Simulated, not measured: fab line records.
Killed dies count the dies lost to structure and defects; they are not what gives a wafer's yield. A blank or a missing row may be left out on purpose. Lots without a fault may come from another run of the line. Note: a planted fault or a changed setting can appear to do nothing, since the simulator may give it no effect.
A struck lot beside a sound one :: flow sky130 :: 44 steps out of a route of 708
Sound: the wafers L787.1, L787.4, L787.6. Wafers struck: L797.1, L797.2, L797.6. The cause comes at the end.
At each step with rows: each side's tool, then ch and its chambers, then its first start. Under that, the readings that differ: sound wafers :: struck wafers :: difference of the means :: sigmas: that difference in standard deviations of wafers without a fault.
alike: readings whose means differ by less than 2 such deviations, and words and numbers that are the same on both sides. not compared: withheld readings, readings that some wafer has no value for, bounds like >300 that may hide the same value, and numbers for which the record gives no deviation and whose values overlap.
Wherever a step has rows on one side only, a row that says differs or no value, or a row with sigmas, the two part there. Numbers that don't overlap but have no deviation are shown without sigmas and don't part them. Lack of a reading on every wafer of one side parts them only where that side has two or more wafers.

first, 8 steps without rows for these wafers: SKY_DNWELL_DEHYDRATE_00 (time 60 s); SKY_DNWELL_HMDS_01 (prime time 60 s); SKY_DNWELL_COAT_02 (resist thk 3000 nm); SKY_DNWELL_SOFTBAKE_03; SKY_DNWELL_EXPOSE_04 (exposes mask DNM, target cd 3000 nm); SKY_DNWELL_PEB_05; SKY_DNWELL_DEVELOP_06 (develop time 60 s); SKY_DNWELL_IMPLANT_07.
SKY_DNWELL_STRIP_08: strips in O2/N2.
  sound on plasma_asher-03 ch 0, day 3 21:33; struck on plasma_asher-01 ch 0,1, day 6 03:00
  alike: drypump_motor_current_A, oes_product_au, strip_time_to_endpoint_s
  not compared: rf_hours_counter_h
SKY_DNWELL_TW_MEAS_09:
  sound: film_metro-03 at day 3 21:39; struck: film_metro-03 at day 6 03:09
  alike: DNWELL_TW
then, 2 steps without rows for these wafers: SKY_PWDE_DEHYDRATE_00 (time 60 s); SKY_PWDE_HMDS_01 (prime time 60 s).
SKY_PWDE_COAT_02: resist thk 3000 nm.
  sound on litho_track-01 ch 0, day 4 05:59; struck on litho_track-01 ch 0, day 6 12:08
reading: model.coat_of_PWDE_COAT_02.thk_nm (nm)
sound: 3006 2987 3000
struck: 608 605.5 605.2
difference: -2391
sigmas: 
  alike: chill_plate_temp_C, resist_line_temp_C
then, 3 steps without rows for these wafers: SKY_PWDE_SOFTBAKE_03; SKY_PWDE_EXPOSE_04 (exposes mask PWDEM, target cd 840 nm); SKY_PWDE_PEB_05.
SKY_PWDE_DEVELOP_06: develop time 60 s.
  sound on litho_track-02 ch 0; struck on litho_track-04 ch 0
reading: model.coat_of_PWDE_COAT_02.thk_nm (nm)
sound: 3001 2983 2995
struck: 603.7 601.2 601
difference: -2391.0
sigmas: 
  alike: chill_plate_temp_C, resist_line_temp_C
SKY_PWDE_OVL_MEAS_07:
  sound: overlay-02 at day 4 14:30; struck: overlay-02 at day 6 22:02
  alike: PWDE_OVL
then, 1 step without rows for these wafers: SKY_PWDE_IMPLANT_08.
SKY_PWDE_STRIP_09: strips in O2/N2.
  sound on plasma_asher-04 ch 0,1, day 4 14:41; struck on plasma_asher-01 ch 0,1, day 6 22:14
reading: oes_product_au (a.u.)
sound: 0.716 0.718 0.718
struck: 0.583 0.585 0.580
difference: -0.135
sigmas: -33

reading: strip_time_to_endpoint_s (s)
sound: 36.98 36.76 36.90
struck: 8.48 8.43 8.44
difference: -28.43
sigmas: -99 or more
  alike: drypump_motor_current_A
  not compared: rf_hours_counter_h
SKY_PWDE_TW_MEAS_10:
  sound: film_metro-04 at day 4 14:47; struck: film_metro-04 at day 6 22:20
  alike: PWDE_TW
then, 7 steps without rows for these wafers: SKY_NWELL_DEHYDRATE_03 (time 60 s); SKY_NWELL_HMDS_04 (prime time 60 s); SKY_NWELL_COAT_05 (resist thk 3000 nm); SKY_NWELL_SOFTBAKE_06; SKY_NWELL_EXPOSE_07 (exposes mask NWM, target cd 840 nm); SKY_NWELL_PEB_08; SKY_NWELL_DEVELOP_09 (develop time 60 s).
SKY_NWELL_OVL_MEAS_10:
  sound: overlay-01 at day 5 07:53; struck: overlay-01 at day 7 17:43
  alike: NWELL_00_OVL
then, 3 steps without rows for these wafers: SKY_NWELL_IMPLANT_11; SKY_NWELL_IMPLANT_12; SKY_NWELL_IMPLANT_13.
SKY_NWELL_STRIP_14: strips in O2/N2.
  sound on plasma_asher-01 ch 0,1, day 5 08:23; struck on plasma_asher-03 ch 0,1, day 7 18:12
  alike: drypump_motor_current_A, oes_product_au, strip_time_to_endpoint_s
  not compared: rf_hours_counter_h
SKY_NWELL_TW_MEAS_15:
  sound: film_metro-04 at day 5 08:29; struck: film_metro-03 at day 7 18:18
  alike: NWELL_TW
then, 7 steps without rows for these wafers: SKY_NWELL_DEHYDRATE_16 (time 60 s); SKY_NWELL_HMDS_17 (prime time 60 s); SKY_NWELL_COAT_18 (resist thk 3000 nm); SKY_NWELL_SOFTBAKE_19; SKY_NWELL_EXPOSE_20 (exposes mask NWM COMPLEMENT, target cd 840 nm); SKY_NWELL_PEB_21; SKY_NWELL_DEVELOP_22 (develop time 60 s).
SKY_NWELL_OVL_MEAS_23:
  sound: overlay-02 at day 6 02:28; struck: overlay-01 at day 8 14:41
reading: NWELL_01_OVL (nm)
sound: -0.9 -2.8 -1.2
struck: 1.6 1.1 2.5
difference: +3.4
sigmas: +3
SKY_NWELL_TW_MEAS_26:
  sound: film_metro-04 at day 6 02:45; struck: film_metro-03 at day 8 14:59
reading: NWELL_2_TW
sound: 498 498 498
struck: 503 507 508
difference: +8
sigmas: +2
then, 1 step without rows for these wafers: SKY_PAD_OPEN_PROBE_99.

## WHERE THEY PART
At SKY_PWDE_STRIP_09 first; at SKY_NWELL_TW_MEAS_26 last (within this record only).

WHY: what the simulator had put in
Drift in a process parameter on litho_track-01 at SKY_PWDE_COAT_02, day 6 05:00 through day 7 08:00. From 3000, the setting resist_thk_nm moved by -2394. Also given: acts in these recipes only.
